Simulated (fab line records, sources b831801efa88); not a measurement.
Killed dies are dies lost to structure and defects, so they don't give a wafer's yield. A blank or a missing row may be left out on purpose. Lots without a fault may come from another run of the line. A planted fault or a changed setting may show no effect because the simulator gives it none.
Problem report in the 8D (eight disciplines) form, filled by code | flow sky130 | the parts of the form that need people (team, actions taken, sign-off) are left out

1. THE PROBLEM
LI_CONTACT_W_RS at SKY_LI_CONTACT_RS_MEAS_22 reads a mean of 0.2983 ohm/sq on 4 wafers of 2 lots; wafers without a fault read 0.2850 ohm/sq with a standard deviation of 0.0026. That is +5.1 standard deviations from the usual mean.
The step: measures by four-point-probe.
First seen on wafer L321.4, day 32 14:22, on film_metro-04. The record holds 39 wafers of 13 lots with a number at this step. Rule for "out", or "out of limits": more than 4 standard deviations from the usual mean. The other wafers with a number count as sound.

2. WHAT IT IS AND WHAT IT IS NOT
question                    | is                             | is not
which readings at this step | LI_CONTACT_W_RS                | -
which lots                  | L321, L326                     | L312, L313, L314, L315, L318, L320, L322, L330, L331, L332, L335
which wafers of those lots  | L321.4, L321.6, L326.4, L326.5 | L321.3, L326.6
read on which gauges        | film_metro-01, film_metro-04   | film_metro-02
when                        | from day 32 14:22              | up to then (22 sound wafers); but 13 sound wafers of L326, L330, L331, L332, L335 came after

3. SUSPECTS, AND WHAT RULES EACH OUT
Counting: a tool at a process step up to the reading stays a suspect if it ran every lot that is out. Sound lots after the first of them don't rule it out here, since some wafers of a struck lot are sound.
- the gauge at SKY_LI_CONTACT_RS_MEAS_22: ruled out. The wafers that are out were read on 2 gauges (film_metro-01, film_metro-04).
- cvd_w-01 at SKY_LI_CONTACT_CVD_21 (deposits W, target thk 400 nm, time 120.56 s): kept. It ran every lot that is out, first L321 (day 32 14:14); its last sound lot up to then is L320 (day 32 03:02).
- Within cvd_w-01 at SKY_LI_CONTACT_CVD_21: the wafers that are out ran in chamber 1; their sound lot-mates ran in chamber 0.
Left after counting: cvd_w-01 at SKY_LI_CONTACT_CVD_21.

4. THE CAUSE (what the simulator had put in)
Site profile drift: cvd_w-01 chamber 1, from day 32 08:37 on, at SKY_LI_CONTACT_CVD_21. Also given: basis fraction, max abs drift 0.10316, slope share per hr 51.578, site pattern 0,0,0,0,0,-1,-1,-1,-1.
Counting left only this tool.

5. THE CHAIN OF EFFECTS, in route order
Each row: a reading whose mean over the struck wafers that have a number lies more than 3 standard deviations from the usual. Only readings for which the record gives a usual standard deviation are gone through. hours: the time from each lot's start at the first step in this table that gives one to its start at this step, as a median over the lots. sigmas: the change in usual standard deviations.
hours | step                      | reading         | usual         | on struck wafers | change  | sigmas
0     | SKY_LI_CONTACT_RS_MEAS_22 | LI_CONTACT_W_RS | 0.2850 ohm/sq | 0.2983           | +0.0133 | +5.1
Later measuring or inspecting steps at which every struck wafer that the step has a row for has a number for every such reading, and none has moved that far: SKY_LI_CONTACT_THK_MEAS_23.

6. WHAT WOULD HAVE CAUGHT IT SOONER
In this record the first reading out of limits at a measuring or inspecting step was taken at day 32 14:22, 6 hours after the fault began at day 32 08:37.
Of the tool readings at SKY_LI_CONTACT_CVD_21 for which the record gives a usual standard deviation, none was out on any struck wafer, so an alarm limit of 4 standard deviations on them would not have fired.
Of the lots that are out (2), L326 began SKY_LI_CONTACT_CVD_21 on cvd_w-01 after day 32 14:22. A hold on the tool at that time would have spared it.
